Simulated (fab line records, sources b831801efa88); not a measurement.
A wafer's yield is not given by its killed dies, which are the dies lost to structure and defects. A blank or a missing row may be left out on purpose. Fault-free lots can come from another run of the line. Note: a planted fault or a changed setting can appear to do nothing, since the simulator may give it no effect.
The tool behind it: which one? -- flow gf180mcu -- 12 lots with 36 wafers sampled at 2 steps, on a route of 602 steps

## WHAT THE GAUGES READ, wafer by wafer
GF_V2_THK_MEAS_03.
lot,measured,on,V2_CVD_02_THK (nm)
L075,day 19 14:55,film metro-03,842 843 846
L077,day 20 15:14,film metro-04,830 848 847
L079,day 21 07:59,film metro-04,838 841 826
L081,day 22 05:12,film metro-04,828 857 846
L083,day 23 02:16,film metro-01,844 858 846
L085,day 23 11:25,film metro-01,841 847 854
L087,day 24 06:22,film metro-04,838 831 847
L089,day 24 21:22,film metro-04,836 837 849
L091,day 25 08:23,film metro-03,849 867 865
L093,day 26 01:08,film metro-03,835 846 839
L095,day 26 14:15,film metro-04,822 848 862
L097,day 27 03:20,film metro-03,830 826 832

## TOOL THAT RAN EACH LOT (tool first, then ch and the chambers of the sampled wafers, then the start)
lot,GF_CONTACT_CVD_24
L075,"cvd w-02 ch 0,1, day 16 11:03"
L077,"cvd w-01 ch 0,1, day 17 10:08"
L079,"cvd w-01 ch 1, day 18 02:02"
L081,"cvd w-01 ch 0,1, day 18 23:40"
L083,"cvd w-02 ch 0,1, day 19 21:19"
L085,"cvd w-01 ch 0,1, day 20 08:04"
L087,"cvd w-02 ch 1, day 21 04:02"
L089,"cvd w-01 ch 0,1, day 21 20:26"
L091,"cvd w-02 ch 0,1, day 22 09:41"
L093,"cvd w-02 ch 0,1, day 23 01:52"
L095,"cvd w-01 ch 0,1, day 23 16:55"
L097,"cvd w-02 ch 0,1, day 24 06:31"
- GF_CONTACT_CVD_24: deposits W, target thk 300 nm, time 90.339 s.

## THE ANSWER, worked out from the rows above alone
Rule: the lots themselves supply what counts as usual. The widest of any qualifying gaps counts: lots, ordered by their means at a reading, are off when they make up no more than a third of the lots, leave a main group of 4 or more, and stand apart from it by 3 or more times the standard deviation of that group's means. A main group is skipped when, at the precision printed for the reading in the tables above, its means are all equal. Also off: a lot with no number at a reading for which 4 or more lots have one. The other lots that the step has rows for count as sound.
No lot is off at any reading shown: from this, nothing can be told.

## WHAT HAD BEEN PUT IN BY THE SIMULATOR
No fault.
